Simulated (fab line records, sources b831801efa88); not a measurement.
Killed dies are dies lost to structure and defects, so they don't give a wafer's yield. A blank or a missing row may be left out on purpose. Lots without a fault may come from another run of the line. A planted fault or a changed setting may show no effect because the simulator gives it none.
Which tool did it? | flow gf180mcu | 13 lots, 39 wafers sampled, at 3 steps of a route of 602

WHAT THE GAUGES READ, wafer by wafer
GF_NWELL_OVL_MEAS_07. Usual: NWELL_OVL -0.5 nm, standard deviation 1.4.
lot  | measured    | on         | NWELL_OVL (nm) | flag
L823 | day 3 07:24 | overlay-02 | 1.1 0.0 1.2    |
L824 | day 3 12:49 | overlay-01 | 2.1 -0.4 1.4   |
L825 | day 3 17:36 | overlay-01 | -0.8 -0.4 -1.6 |
L826 | day 4 01:01 | overlay-01 | -0.2 0.1 0.9   |
L828 | day 4 09:13 | overlay-02 | 1.0 -1.8 -1.0  |
L829 | day 4 16:07 | overlay-01 | -2.7 -1.9 -1.9 |
L831 | day 5 01:30 | overlay-01 | -1.9 -1.5 0.1  |
L832 | day 5 09:36 | overlay-01 | 0.1 1.6 1.4    |
L833 | day 5 15:15 | overlay-01 | 0.8 1.1 0.5    |
L834 | day 5 18:49 | overlay-02 | 0.6 -1.0 -1.7  |
L835 | day 5 21:27 | overlay-01 | -1.0 -2.4 -1.5 |
L838 | day 6 16:21 | overlay-01 | -0.8 -1.8 -3.1 |
L844 | day 8 03:21 | overlay-01 | -1.9 -2.1 -1.9 |

WHICH TOOL RAN EACH LOT (tool, then ch and the chambers of the sampled wafers, then the start)
lot  | GF_STI_ETCH_14                  | GF_STI_CMP_25
L823 | rie_si-01 ch 0,1,2, day 2 01:16 | cmp-01 ch 0,2,3, day 2 04:32
L824 | rie_si-02 ch 0,2,3, day 2 06:06 | cmp-02 ch 2,3, day 2 08:50
L825 | rie_si-02 ch 0,1,2, day 2 11:25 | cmp-02 ch 0,2,3, day 2 14:11
L826 | rie_si-02 ch 0,2, day 2 18:37   | cmp-01 ch 0,1,3, day 2 20:35
L828 | rie_si-01 ch 0,1,2, day 3 03:18 | cmp-01 ch 0,2,3, day 3 05:15
L829 | rie_si-01 ch 0,1,2, day 3 08:18 | cmp-01 ch 0,1,3, day 3 10:18
L831 | rie_si-01 ch 0,2, day 3 18:21   | cmp-01 ch 2,3, day 3 20:12
L832 | rie_si-02 ch 0,3, day 4 00:15   | cmp-01 ch 2,3, day 4 02:06
L833 | rie_si-01 ch 0,2,3, day 4 05:31 | cmp-02 ch 0,2,3, day 4 09:11
L834 | rie_si-02 ch 0,2, day 4 10:28   | cmp-02 ch 0,2,3, day 4 12:25
L835 | rie_si-01 ch 0,2,3, day 4 14:21 | cmp-02 ch 0,1,3, day 4 16:13
L838 | rie_si-01 ch 0,1,3, day 5 06:09 | cmp-01 ch 0,3, day 5 08:38
L844 | rie_si-02 ch 0,3, day 6 13:24   | cmp-01 ch 0,1,3, day 6 15:20
- GF_STI_ETCH_14: etches Si in HBr/Cl2/O2, target depth 360 nm, time 102.9 s.
- GF_STI_CMP_25: polishes, stops on Si3N4, t overpolish 33 s, target thk 524.6 nm.

WHAT THE TOOLS THEMSELVES READ (means of the sampled wafers that have a number; where no wafer has one, the mark that the record gives instead)
GF_STI_ETCH_14. Usual: drypump_motor_current_A 5.73 A, standard deviation 0.23; oes_product_au 1.000 a.u., standard deviation 0.008; run_length_s 130.9 s, standard deviation 0.36; throttle_valve_pct 25.657 %, standard deviation 0.01.
lot  | tool      | drypump_motor_current_A (A) | oes_product_au (a.u.) | run_length_s (s) | throttle_valve_pct (%) | flag
L823 | rie_si-01 | 5.61                        | 1.003                 | 130.9            | 25.659                 |
L824 | rie_si-02 | 5.81                        | 1.007                 | 130.9            | 25.647                 |
L825 | rie_si-02 | 5.96                        | 1.000                 | 131.0            | 25.658                 |
L826 | rie_si-02 | 5.88                        | 1.005                 | 130.7            | 25.657                 |
L828 | rie_si-01 | 5.59                        | 0.996                 | 130.9            | 25.654                 |
L829 | rie_si-01 | 5.62                        | 0.996                 | 131.0            | 25.662                 |
L831 | rie_si-01 | 5.78                        | 1.000                 | 131.0            | 25.655                 |
L832 | rie_si-02 | 5.80                        | 1.011                 | 131.0            | 25.648                 |
L833 | rie_si-01 | 5.72                        | 0.997                 | 130.9            | 25.652                 |
L834 | rie_si-02 | 5.93                        | 0.994                 | 131.0            | 25.653                 |
L835 | rie_si-01 | 5.72                        | 1.000                 | 131.0            | 25.657                 |
L838 | rie_si-01 | 5.57                        | 0.995                 | 133.5            | 25.669                 | OFF
L844 | rie_si-02 | 5.88                        | 0.999                 | 131.2            | 25.660                 |

GF_STI_CMP_25. Usual: motor_current_A 11.7 A, standard deviation 1.2; overpolish_run_s 33.000 s, standard deviation 0.0094; time_to_endpoint_s 126 s, standard deviation 4.8.
lot  | tool   | motor_current_A (A) | overpolish_run_s (s) | time_to_endpoint_s (s) | flag
L823 | cmp-01 | 11.8                | 32.995               | 132                    |
L824 | cmp-02 | 13.0                | 33.003               | 126                    |
L825 | cmp-02 | 12.3                | 33.001               | 126                    |
L826 | cmp-01 | 11.3                | 33.001               | 129                    |
L828 | cmp-01 | 11.5                | 33.001               | 129                    |
L829 | cmp-01 | 11.5                | 32.996               | 127                    |
L831 | cmp-01 | 11.1                | 32.999               | 131                    |
L832 | cmp-01 | 11.4                | 32.997               | 122                    |
L833 | cmp-02 | 12.2                | 33.000               | 126                    |
L834 | cmp-02 | 12.5                | 33.008               | 123                    |
L835 | cmp-02 | 10.9                | 33.003               | 127                    |
L838 | cmp-01 | 11.7                | 32.989               | 121                    |
L844 | cmp-01 | 11.6                | 33.006               | 117                    |

THE ANSWER, worked out from the rows above alone
Rule: a lot is off if the mean of its wafers that have a number lies more than 3 standard deviations from the usual mean. A lot without any number at a reading at which 4 lots or more have one is off too. The other lots that the step has rows for count as sound. The gauges are gone through in route order, then the tools' own readings, and for those a lot's mean is taken as printed above. The first step at which some lot is off is used, and at that step the reading that is off furthest; a lot without a number counts as furthest.
Off: L838, at GF_STI_ETCH_14 (run_length_s).
A tool fits if, at that step or a process step before it, it ran every lot that is off, and no sound lot after the first of them. One fits: rie_si-01 at GF_STI_ETCH_14. Its last sound lot is L835 (day 4 14:21), its first lot that is off L838 (day 5 06:09): a fault that began between those two fits.
The tool's own readings at GF_STI_ETCH_14 bear it out: on the lots that are off they differ by more than 5 times the standard deviation of the sound lots' means. run_length_s reads 133.5 s there against 131.0 s on the sound lots.

WHAT THE SIMULATOR HAD PUT IN
Process parameter drift: rie_si-01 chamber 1, from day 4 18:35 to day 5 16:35, at GF_STI_ETCH_14. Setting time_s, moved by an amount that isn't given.
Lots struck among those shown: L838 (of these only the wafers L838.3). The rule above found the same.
